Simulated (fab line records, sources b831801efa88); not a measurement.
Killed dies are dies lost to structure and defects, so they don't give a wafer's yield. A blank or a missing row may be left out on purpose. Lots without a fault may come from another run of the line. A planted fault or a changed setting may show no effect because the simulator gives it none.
fab line records | flow gf180mcu | part 2 of 2: steps 25 to 34 of 34
record lots=5 wafers=15 last_day=34
route steps=602 shown VT_IMPLANT@113 MVSD@136 NWELL@137 LVPWELL@138 MVPSD@139 DUAL_GATE@141
lots that met no fault: from a run of the same line without faults
start_h: hours from the record's first day to the start of the lot's first wafer shown | wait_h: hours since the lot's step before | " the same as in the row above | L1.1+2: a row that stands for several wafers | - no value, or no start given | * or withheld: withheld | < > ~ a bound
route shown NAME@n: a module of which the file shows steps, and the number in the route of the first | usual: mean/standard deviation of fault-free wafers | same: alike in all rows | chamber/n: place in a boat | sites: the reading at each site | _std_site: their standard deviation | _edge_site: outer sites' mean less inner sites' | radius_mm: how far each site lies from the wafer's centre | mask NAME#n: copy n | behind: the tool/chamber that last shaped the wafer | hold: why the lot was held/for how many hours/how that ended | device: the transistor (n, p or np) that didn't switch | end of line: the same wafers' tests at the end of the route | a step without rows: its recipe alone | killed: dies lost to structure and defects at the first sort, not the wafer's yield | map: a wafer's dies, x killed, . not, _ none there
set.NAME: the setting as run; set.NAME@STEP: as run at that earlier step | model.NAME: the simulator's own value behind a step, which no gauge read
lots at some steps of the route; a table a step, a row a wafer
services: from which hour (start_h, from the record's first day; less than 0 if before it) a tool's chamber was out of use, for how many hours, and why
## steps
# step GF_VT_IMPLANT_RS_MEAS_47
# recipe thk_meas_gauge=four-point-probe
# usual NWELL_RS=488.1/1.2
# columns lot.wafer tool chamber start_h wait_h NWELL_RS[ohm/sq]
L077.2 film_metro-02 - 177.53 0.1 489.6
L077.3 " - " " 488.4
L077.6 " - " " 489.4
L085.1 film_metro-03 - 231.50 0.1 487.8
L085.2 " - " " 487.1
L085.5 " - " " 487.8
L089.2 film_metro-04 - 259.67 0.1 486.1
L089.3 " - " " 488.7
L089.6 " - " " 485.8
L090.1 film_metro-04 - 265.00 0.1 488.1
L090.4 " - " " 488.4
L090.6 " - " " 488.3
L096.4 film_metro-03 - 304.21 0.1 488.4
L096.5 " - " " 489.2
L096.6 " - " " 488.2
# step GF_VT_IMPLANT_RS_MEAS_48
# recipe thk_meas_gauge=four-point-probe
# usual LVPWELL_RS=1197/3.3
# columns lot.wafer tool chamber start_h wait_h LVPWELL_RS[ohm/sq]
L077.2 film_metro-02 - 177.65 0.1 1196
L077.3 " - " " 1192
L077.6 " - " " 1193
L085.1 film_metro-03 - 231.62 0.1 1198
L085.2 " - " " 1200
L085.5 " - " " 1199
L089.2 film_metro-04 - 259.79 0.1 1199
L089.3 " - " " 1200
L089.6 " - " " 1202
L090.1 film_metro-04 - 265.12 0.1 1194
L090.4 " - " " 1194
L090.6 " - " " 1194
L096.4 film_metro-03 - 304.33 0.1 1200
L096.5 " - " " 1198
L096.6 " - " " 1198
# step GF_VT_IMPLANT_RS_MEAS_49
# recipe thk_meas_gauge=four-point-probe
# usual MVPSD_RS=1168.8/3
# columns lot.wafer tool chamber start_h wait_h MVPSD_RS[ohm/sq]
L077.2 film_metro-02 - 177.77 0.1 1167.3
L077.3 " - " " 1164.0
L077.6 " - " " 1165.0
L085.1 film_metro-03 - 231.74 0.1 1167.6
L085.2 " - " " 1167.3
L085.5 " - " " 1165.6
L089.2 film_metro-04 - 259.91 0.1 1169.9
L089.3 " - " " 1171.2
L089.6 " - " " 1173.5
L090.1 film_metro-04 - 265.24 0.1 1173.3
L090.4 " - " " 1171.3
L090.6 " - " " 1170.1
L096.4 film_metro-03 - 304.45 0.1 1168.0
L096.5 " - " " 1168.3
L096.6 " - " " 1171.9
# step GF_VT_IMPLANT_WET_ETCH_50
# recipe chemistry=dHF target_depth_nm=20 target=SiO2 temp_c=25 dilution=100:1 time_s=400
# usual bath_heat_duty_pct=6.3/0.72
# columns lot.wafer tool chamber start_h wait_h bath_heat_duty_pct
L077.2 wet_bench-01 2 177.87 0.1 7.3
L077.3 " 2 " " 7.3
L077.6 " 2 " " 6.3
L085.1 wet_bench-01 3 231.86 0.1 6.5
L085.2 " 3 " " 6.3
L085.5 " 3 " " 7.0
L089.2 wet_bench-03 3 260.01 0.1 6.3
L089.3 " 3 " " 6.9
L089.6 " 3 " " 5.9
L090.1 wet_bench-02 3 265.36 0.1 7.3
L090.4 " 3 " " 7.2
L090.6 " 3 " " 6.8
L096.4 wet_bench-01 0 304.51 0.0 4.8
L096.5 " 0 " " 5.4
L096.6 " 0 " " 5.3
# step GF_DUAL_GATE_CLEAN_00
# recipe chemistry=SC1/SC2 mix=1:4:20 temp_c=70 time_s=150
# usual bath_heat_duty_pct=13.4/1.1
# columns lot.wafer tool chamber start_h wait_h bath_heat_duty_pct
L077.2 wet_bench-03 1 177.98 0.0 13.4
L077.3 " 1 " " 12.8
L077.6 " 1 " " 12.8
L085.1 wet_bench-02 0 231.98 0.0 14.1
L085.2 " 0 " " 14.1
L085.5 " 0 " " 13.9
L089.2 wet_bench-02 0 260.14 0.0 13.5
L089.3 " 0 " " 13.4
L089.6 " 0 " " 14.7
L090.1 wet_bench-03 3 265.48 0.0 13.0
L090.4 " 3 " " 13.7
L090.6 " 3 " " 15.1
L096.4 wet_bench-03 3 304.63 0.0 14.0
L096.5 " 3 " " 15.1
L096.6 " 3 " " 13.4
# step GF_DUAL_GATE_CLEAN_01
# recipe chemistry=dHF time_s=20 dilution=100:1 dry=ipa_marangoni
# columns lot.wafer tool chamber start_h wait_h
L077.2+3+6 wet_bench-01 1 178.03 0.0
L085.1+2+5 wet_bench-03 2 232.03 0.0
L089.2+3+6 wet_bench-01 3 260.19 0.0
L090.1+4+6 wet_bench-01 3 265.53 0.0
L096.4+5+6 wet_bench-02 3 304.68 0.0
# step GF_DUAL_GATE_OXIDATION_02
# recipe temp_c=900 ambient=O2 stabilise_s=600 purge_s=300 target_thk_a=108.87 ox_time_s=1602
# usual ox_temp_c=899.9/0.41 zone_power_top_pct=32.7/1.2
# columns lot.wafer tool chamber start_h wait_h ox_temp_c zone_power_top_pct
L077.2 furnace-02 0 179.02 1.0 899.5 31.6
L077.3 " 0 " " 899.7 31.7
L077.6 " 0 " " 899.8 31.7
L085.1 furnace-01 0 232.04 0.0 900.3 33.5
L085.2 " 0 " " 899.5 34.4
L085.5 " 0 " " 900.6 33.6
L089.2 furnace-01 0 260.73 0.5 899.9 34.3
L089.3 " 0 " " 899.4 33.8
L089.6 " 0 " " 899.5 33.3
L090.1 furnace-02 0 266.67 1.1 899.3 31.8
L090.4 " 0 " " 899.8 31.4
L090.6 " 0 " " 900.0 31.9
L096.4 furnace-01 0 304.70 0.0 899.5 34.4
L096.5 " 0 " " 898.9 34.3
L096.6 " 0 " " 899.6 33.6
# step GF_DUAL_GATE_THK_MEAS_03
# recipe reads=SiO2_of_DUAL_GATE_OXIDATION_02
# usual DUAL_GATE_OXIDATION_00_THK=10.98/0.19
# columns lot.wafer tool chamber start_h wait_h DUAL_GATE_OXIDATION_00_THK[nm]
L077.2 film_metro-01 - 180.47 0.0 11.05
L077.3 " - " " 11.18
L077.6 " - " " 11.16
L085.1 film_metro-01 - 233.49 0.0 11.23
L085.2 " - " " 11.03
L085.5 " - " " 10.99
L089.2 film_metro-02 - 262.19 0.0 10.93
L089.3 " - " " 11.03
L089.6 " - " " 11.11
L090.1 film_metro-01 - 268.11 0.0 11.19
L090.4 " - " " 11.00
L090.6 " - " " 10.97
L096.4 film_metro-01 - 306.17 0.0 11.53
L096.5 " - " " 11.24
L096.6 " - " " 11.53
# step GF_DUAL_GATE_DEHYDRATE_04
# recipe temp_c=200 time_s=60
# usual heater_power_total_W=160.37/0.12 resist_line_temp_C=22.98/0.11
# columns lot.wafer tool chamber start_h wait_h heater_power_total_W resist_line_temp_C
L077.2 litho_track-04 0 188.41 7.9 160.41 23.33
L077.3 " 0 " " 160.13 23.04
L077.6 " 0 " " 160.51 22.96
L085.1 litho_track-01 0 241.87 8.4 160.27 23.03
L085.2 " 0 " " 160.38 23.10
L085.5 " 0 " " 160.23 23.05
L089.2 litho_track-03 0 271.06 8.9 160.32 22.83
L089.3 " 0 " " 160.60 22.93
L089.6 " 0 " " 160.44 22.95
L090.1 litho_track-03 0 277.54 9.4 160.31 23.03
L090.4 " 0 " " 160.54 23.23
L090.6 " 0 " " 160.46 23.04
L096.4 litho_track-03 0 316.16 10.0 160.27 22.93
L096.5 " 0 " " 160.43 23.06
L096.6 " 0 " " 160.53 22.92
# step GF_DUAL_GATE_HMDS_05
# recipe prime_time_s=60 prime_temp_c=120
# usual resist_line_temp_C=23.02/0.11
# columns lot.wafer tool chamber start_h wait_h resist_line_temp_C
L077.2 litho_track-04 0 188.56 0.1 23.14
L077.3 " 0 " " 23.21
L077.6 " 0 " " 23.20
L085.1 litho_track-01 0 242.02 0.1 22.98
L085.2 " 0 " " 23.00
L085.5 " 0 " " 23.12
L089.2 litho_track-03 0 271.21 0.1 23.11
L089.3 " 0 " " 23.13
L089.6 " 0 " " 23.03
L090.1 litho_track-03 0 277.69 0.1 23.13
L090.4 " 0 " " 23.13
L090.6 " 0 " " 22.82
L096.4 litho_track-03 0 316.31 0.1 23.02
L096.5 " 0 " " 22.97
L096.6 " 0 " " 23.05
## services
# columns tool chamber start_h hours kind
plasma_asher-01 - 133.84 2.8 pm
iline_stepper-01 - 134.55 4.4 pm
iline_stepper-01 - 139.67 0.7 repair
iline_stepper-01 - 142.38 1.7 pm
iline_stepper-01 - 162.41 3.0 repair
furnace-02 - 167.19 6.4 pm
furnace-01 - 190.90 3.2 pm
plasma_asher-01 - 191.61 14.6 pm
iline_stepper-02 - 207.17 1.3 repair
plasma_asher-03 - 214.59 11.7 repair
implanter-03 - 221.76 1.4 repair
implanter-03 - 222.42 19.1 repair
furnace-02 - 223.80 3.7 pm
iline_stepper-01 - 231.96 6.7 repair
iline_stepper-02 0 239.06 - calibration
plasma_asher-03 - 247.77 6.7 repair
rtp_anneal-01 - 257.45 3.4 pm
implanter-02 - 257.48 4.3 pm
iline_stepper-02 - 257.54 1.7 pm
iline_stepper-02 - 265.95 2.4 repair
implanter-03 - 276.87 5.5 pm
iline_stepper-01 0 292.98 - calibration
implanter-03 - 294.24 1.7 repair
implanter-03 - 312.10 6.8 repair
